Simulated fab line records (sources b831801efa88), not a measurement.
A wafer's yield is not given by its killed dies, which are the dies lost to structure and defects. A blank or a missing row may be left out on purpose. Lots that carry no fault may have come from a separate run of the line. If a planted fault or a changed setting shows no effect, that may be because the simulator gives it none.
Chamber matching | flow gf180mcu | GF_CONTACT_CMP_27 on cmp-01: 4 sister chambers
The step polishes, stops on SiO2, t overpolish 15 s, target thk 0 nm. 14 wafers are shown with their chamber, then 6 later ones without.

## EACH WAFER AND ITS CHAMBER
wafer  | chamber | motor_current_A (A) | time_to_endpoint_s (s) | slurry_filter_dp_kPa (kPa)
L199.1 | 0       | 11.2                | 74                     | 13.48
L199.3 | 3       | 11.3                | 69                     | 13.60
L199.6 | 2       | 11.4                | 71                     | 13.30
L202.2 | 0       | 11.9                | 70                     | 13.71
L202.3 | 2       | 11.0                | 68                     | 13.54
L202.4 | 1       | 11.0                | 72                     | 13.33
L209.1 | 0       | 11.4                | 73                     | 13.46
L209.4 | 2       | 11.6                | 71                     | 13.42
L212.1 | 2       | 11.1                | 65                     | 13.38
L212.3 | 1       | 10.7                | 66                     | 13.44
L212.4 | 0       | 11.9                | 69                     | 13.59
L214.2 | 2       | 11.1                | 65                     | 13.28
L214.3 | 3       | 11.7                | 65                     | 13.29
L214.6 | 1       | 11.2                | 65                     | 13.70

SIGNATURES, as means of the wafers listed above
reading              | chamber 0 | chamber 1 | chamber 2 | chamber 3 | scatter within a chamber
motor_current_A      | 11.600    | 10.967    | 11.240    | 11.500    | 0.29
time_to_endpoint_s   | 71.50     | 67.67     | 68.00     | 67.00     | 2.99
slurry_filter_dp_kPa | 13.5600   | 13.4900   | 13.3840   | 13.4450   | 0.143
Rule: a wafer lies at a distance from a chamber equal to the root of the sum of squares, over the readings, of (its reading less the chamber's mean, divided by the reading's scatter). If the next closest chamber is less than 2 further off than the closest, the wafer can't be placed; otherwise it belongs to the closest. The scatter: the root of (the sum of the squares of (reading less its chamber's mean) over the shown wafers, divided by (wafers less chambers)).

## WAFERS MISSING THEIR CHAMBER
wafer  | motor_current_A (A) | time_to_endpoint_s (s) | slurry_filter_dp_kPa (kPa)
L215.3 | 10.8                | 65                     | 13.33
L215.4 | 11.6                | 65                     | 13.55
L215.5 | 11.2                | 62                     | 13.59
L217.1 | 11.1                | 73                     | 13.47
L217.2 | 11.6                | 72                     | 13.48
L217.3 | 11.6                | 71                     | 13.33

## CHAMBER TAKEN BY EACH
wafer  | from the rows above               | in truth
L215.3 | can't be placed: 1 or 2 or 3      | 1
L215.4 | can't be placed: 3 or 2 or 0 or 1 | 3
L215.5 | can't be placed: 1 or 3 or 2 or 0 | 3
L217.1 | can't be placed: 2 or 1 or 0 or 3 | 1
L217.2 | can't be placed: 0 or 3 or 2      | 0
L217.3 | can't be placed: 3 or 0 or 2 or 1 | 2
Placed correctly: 0 of 6. Cannot be placed on the basis of these rows: 6; the candidates contain the true chamber in 6. Wrongly placed: 0.
